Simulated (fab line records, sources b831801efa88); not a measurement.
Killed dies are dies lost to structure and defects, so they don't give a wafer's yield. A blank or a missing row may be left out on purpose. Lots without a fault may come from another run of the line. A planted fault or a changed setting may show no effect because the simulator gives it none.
fab line records | flow sky130 | part 2 of 2: steps 23 to 33 of 33
record lots=5 wafers=15 last_day=50
route steps=708 shown CAP2M@613 METAL4@621 VIA4@639
lots that met no fault: from a run of the same line without faults
start_h: hours from the record's first day to the start of the lot's first wafer shown | wait_h: hours since the lot's step before | " the same as in the row above | L1.1+2: a row that stands for several wafers | - no value, or no start given | * or withheld: withheld | < > ~ a bound
route shown NAME@n: a module of which the file shows steps, and the number in the route of the first | usual: mean/standard deviation of fault-free wafers | same: alike in all rows | chamber/n: place in a boat | sites: the reading at each site | _std_site: their standard deviation | _edge_site: outer sites' mean less inner sites' | radius_mm: how far each site lies from the wafer's centre | mask NAME#n: copy n | behind: the tool/chamber that last shaped the wafer | hold: why the lot was held/for how many hours/how that ended | device: the transistor (n, p or np) that didn't switch | end of line: the same wafers' tests at the end of the route | a step without rows: its recipe alone | killed: dies lost to structure and defects at the first sort, not the wafer's yield | map: a wafer's dies, x killed, . not, _ none there
set.NAME: the setting as run; set.NAME@STEP: as run at that earlier step | model.NAME: the simulator's own value behind a step, which no gauge read
lots at some steps of the route; a table a step, a row a wafer
services: from which hour (start_h, from the record's first day; less than 0 if before it) a tool's chamber was out of use, for how many hours, and why
## steps
# step SKY_METAL4_STRIP_19
# recipe chemistry=O2/N2 power_w=1400 pressure_mtorr=1500 platen_temp_c=withheld o2_flow_sccm=3000 n2_flow_sccm=300 overash_fraction=0.5
# usual drypump_motor_current_A=5.7/0.34 o2_flow_sccm=2999/9 oes_product_au=0.500/0.0065 strip_time_to_endpoint_s=6.47/0.095
# columns lot.wafer tool chamber start_h wait_h drypump_motor_current_A o2_flow_sccm oes_product_au rf_hours_counter_h strip_time_to_endpoint_s
L076.1 plasma_asher-01 0 986.88 0.1 5.4 2989 0.483 88 6.29
L076.3 " 0 " " 5.4 3002 0.483 - 6.25
L076.6 " 0 " " 5.4 2995 0.500 - 6.24
L084.3 plasma_asher-01 1 1058.97 0.1 5.3 3008 0.491 - 6.41
L084.4 " 0 " " 5.4 3002 0.497 - 6.43
L084.6 " 0 " " 5.4 3016 0.495 - 6.39
L091.2 plasma_asher-03 1 1091.99 0.1 5.9 2988 0.496 2 6.52
L091.4 " 1 " " 5.9 2990 0.497 - 6.50
L091.6 " 1 " " 5.9 2993 0.508 - 6.56
L095.2 plasma_asher-04 0 1114.64 0.1 5.9 2983 0.502 37 6.60
L095.4 " 0 " " 5.9 2990 0.504 - 6.63
L095.5 " 0 " " 5.9 2997 0.505 - 6.64
L097.2 plasma_asher-01 0 1120.44 0.1 5.4 2994 0.511 102 6.45
L097.4 " 1 " " 5.3 3009 0.507 - 6.52
L097.6 " 0 " " 5.4 3007 0.500 - 6.48
# step SKY_METAL4_STRIP_20
# recipe chemistry=post_etch_residue_remover time_s=1200 temp_c=72.5
# usual bath_heat_duty_pct=14.6/1.4
# columns lot.wafer tool chamber start_h wait_h bath_heat_duty_pct
L076.1 wet_bench-04 1 986.98 0.1 12.8
L076.3 " 1 " " 13.1
L076.6 " 1 " " 11.1
L084.3 wet_bench-02 3 1059.03 0.0 12.5
L084.4 " 3 " " 13.6
L084.6 " 3 " " 13.0
L091.2 wet_bench-03 2 1092.09 0.1 14.8
L091.4 " 2 " " 14.9
L091.6 " 2 " " 16.2
L095.2 wet_bench-03 0 1114.74 0.1 15.8
L095.4 " 0 " " 15.7
L095.5 " 0 " " 15.6
L097.2 wet_bench-04 2 1120.54 0.1 15.1
L097.4 " 2 " " 16.0
L097.6 " 2 " " 17.2
# step SKY_METAL4_CLEAN_21
# recipe chemistry=IPA time_s=180 temp_c=25
# usual bath_heat_duty_pct=6.2/0.76
# columns lot.wafer tool chamber start_h wait_h bath_heat_duty_pct
L076.1 wet_bench-02 3 987.32 0.0 5.8
L076.3 " 3 " " 5.9
L076.6 " 3 " " 5.9
L084.3 wet_bench-04 3 1059.37 0.0 5.6
L084.4 " 3 " " 5.4
L084.6 " 3 " " 5.8
L091.2 wet_bench-04 2 1092.43 0.0 6.9
L091.4 " 2 " " 7.1
L091.6 " 2 " " 6.7
L095.2 wet_bench-04 3 1115.42 0.0 5.2
L095.4 " 3 " " 5.8
L095.5 " 3 " " 7.0
L097.2 wet_bench-04 1 1120.88 0.0 6.3
L097.4 " 1 " " 5.5
L097.6 " 1 " " 6.0
# step SKY_METAL4_CLEAN_22
# recipe chemistry=O3/DIW dry=n2_spin
# columns lot.wafer tool chamber start_h wait_h
L076.1+3+6 wet_bench-03 1 987.38 0.0
L084.3+4+6 wet_bench-03 1 1059.44 0.0
L091.2+4+6 wet_bench-02 0 1092.49 0.0
L095.2+4+5 wet_bench-03 3 1115.48 0.0
L097.2+4+6 wet_bench-04 1 1120.94 0.0
# step SKY_VIA4_HDPCVD_00
# recipe material=SiO2 target_thk_nm=1750 sigma_open_frac=0.3 time_s=291.7 temp_c=400 sih4_flow_sccm=60 pressure_mtorr=6
# columns lot.wafer tool chamber start_h wait_h
L076.1+3+6 hdpcvd-02 0,2,1 987.56 0.0
L084.3+4+6 hdpcvd-01 2,0,2 1059.54 0.0
L091.2+4+6 hdpcvd-02 0,2,1 1092.58 0.0
L095.2+4+5 hdpcvd-01 2,1,2 1115.67 0.0
L097.2+4+6 hdpcvd-01 0,0,2 1121.03 0.0
# step SKY_VIA4_THK_MEAS_01
# recipe reads=SiO2_of_VIA4_HDPCVD_00
# usual VIA4_HDPCVD_THK=1747/19
# columns lot.wafer tool chamber start_h wait_h VIA4_HDPCVD_THK[nm]
L076.1 film_metro-01 - 987.74 0.1 1740
L076.3 " - " " 1729
L076.6 " - " " 1726
L084.3 film_metro-02 - 1059.74 0.1 1743
L084.4 " - " " 1738
L084.6 " - " " 1740
L091.2 film_metro-04 - 1092.77 0.1 1760
L091.4 " - " " 1769
L091.6 " - " " 1751
L095.2 film_metro-02 - 1115.85 0.1 1712
L095.4 " - " " 1774
L095.5 " - " " 1731
L097.2 film_metro-01 - 1121.22 0.1 1730
L097.4 " - " " 1744
L097.6 " - " " 1747
# step SKY_VIA4_CMP_02
# recipe material=SiO2 down_force_psi=4 platen_rpm=60 pad_velocity_m_s=0.94248
# usual motor_current_A=11.5/0.73
# columns lot.wafer tool chamber start_h wait_h motor_current_A
L076.3 cmp-02 3 987.90 0.1 10.6
L076.1 " 0 " " 11.3
L076.6 " 2 " " 12.3
L084.3 cmp-02 3 1059.88 0.1 11.1
L084.4 " 0 " " 11.4
L084.6 " 1 " " 11.6
L091.4 cmp-01 1 1092.82 0.0 11.9
L091.2 " 0 " " 10.2
L091.6 " 1 " " 11.3
L095.2 cmp-02 3 1115.90 0.0 11.2
L095.4 " 2 " " 11.3
L095.5 " 3 " " 10.7
L097.2 cmp-01 1 1121.27 0.0 11.7
L097.4 " 0 " " 10.5
L097.6 " 2 " " 13.7
# step SKY_VIA4_BOW_MEAS_03
# recipe mode=bow
# usual VIA4_BOW=80/7.9
# columns lot.wafer tool chamber start_h wait_h VIA4_BOW[um]
L076.1 film_metro-02 - 988.10 0.1 73
L076.3 " - " " 65
L076.6 " - " " 74
L084.3 film_metro-02 - 1060.12 0.2 83
L084.4 " - " " 78
L084.6 " - " " 86
L091.2 film_metro-01 - 1093.14 0.1 80
L091.4 " - " " 88
L091.6 " - " " 94
L095.2 film_metro-01 - 1116.22 0.3 81
L095.4 " - " " 89
L095.5 " - " " 99
L097.2 film_metro-01 - 1121.59 0.3 80
L097.4 " - " " 89
L097.6 " - " " 90
# step SKY_VIA4_DEHYDRATE_04
# recipe temp_c=200 time_s=60
# usual chill_plate_temp_C=22.99/0.094
# columns lot.wafer tool chamber start_h wait_h chill_plate_temp_C
L076.1 litho_track-03 0 999.30 11.2 22.93
L076.3 " 0 " " 23.02
L076.6 " 0 " " 22.96
L084.3 litho_track-02 0 1069.92 9.8 23.06
L084.4 " 0 " " 23.20
L084.6 " 0 " " 23.04
L091.2 litho_track-04 0 1102.78 9.6 23.14
L091.4 " 0 " " 23.03
L091.6 " 0 " " 23.07
L095.2 litho_track-03 0 1125.32 9.1 23.08
L095.4 " 0 " " 23.09
L095.5 " 0 " " 23.06
L097.2 litho_track-03 0 1130.87 9.3 22.87
L097.4 " 0 " " 22.93
L097.6 " 0 " " 22.82
# step SKY_VIA4_HMDS_05
# recipe prime_time_s=60 prime_temp_c=120
# usual chill_plate_temp_C=23.00/0.11
# columns lot.wafer tool chamber start_h wait_h chill_plate_temp_C
L076.1 litho_track-03 0 999.45 0.1 23.00
L076.3 " 0 " " 23.15
L076.6 " 0 " " 22.96
L084.3 litho_track-02 0 1070.07 0.1 23.05
L084.4 " 0 " " 23.18
L084.6 " 0 " " 23.06
L091.2 litho_track-04 0 1102.93 0.1 22.95
L091.4 " 0 " " 23.07
L091.6 " 0 " " 22.77
L095.2 litho_track-03 0 1125.47 0.1 22.88
L095.4 " 0 " " 22.96
L095.5 " 0 " " 23.09
L097.2 litho_track-03 0 1131.02 0.1 22.99
L097.4 " 0 " " 22.87
L097.6 " 0 " " 22.95
# step SKY_VIA4_COAT_06
# recipe resist=NOVOLAK spin_rpm=3000 resist_thk_nm=1140
# usual chill_plate_temp_C=22.98/0.11
# columns lot.wafer tool chamber start_h wait_h chill_plate_temp_C
L076.1 litho_track-03 0 999.60 0.1 22.95
L076.3 " 0 " " 22.97
L076.6 " 0 " " 23.00
L084.3 litho_track-02 0 1070.22 0.1 22.91
L084.4 " 0 " " 23.00
L084.6 " 0 " " 23.03
L091.2 litho_track-04 0 1103.08 0.1 22.94
L091.4 " 0 " " 22.97
L091.6 " 0 " " 23.19
L095.2 litho_track-03 0 1125.62 0.1 22.84
L095.4 " 0 " " 23.07
L095.5 " 0 " " 22.83
L097.2 litho_track-03 0 1131.17 0.1 22.98
L097.4 " 0 " " 22.99
L097.6 " 0 " " 23.00
## services
# columns tool chamber start_h hours kind
cmp-02 - 940.30 20.5 pm
krf_scanner-01 - 944.33 0.6 repair
wet_bench-01 - 945.22 1.9 repair
hdpcvd-01 - 950.25 15.0 pm
krf_scanner-01 - 952.47 0.3 repair
cmp-02 - 962.09 1.8 repair
cmp-02 - 973.89 1.0 repair
rie_metal-04 1 1019.34 12.3 repair
plasma_asher-04 - 1026.44 2.3 repair
plasma_asher-04 - 1027.85 2.2 repair
cmp-02 - 1030.00 5.4 repair
cmp-02 - 1036.15 3.9 pm
rie_diel-04 2 1037.38 6.4 repair
krf_scanner-01 - 1039.67 1.0 pm
cmp-02 - 1041.37 3.3 pm
rie_metal-04 1 1046.88 4.4 repair
hdpcvd-01 1 1056.37 1.7 repair
wet_bench-02 - 1065.90 4.4 pm
hdpcvd-01 - 1066.87 6.0 pm
krf_scanner-01 - 1077.81 0.8 pm
rie_metal-02 0 1079.12 5.9 repair
rie_metal-02 - 1082.58 0.9 repair
wet_bench-04 - 1097.94 7.2 repair
rie_metal-02 1 1100.90 6.0 repair
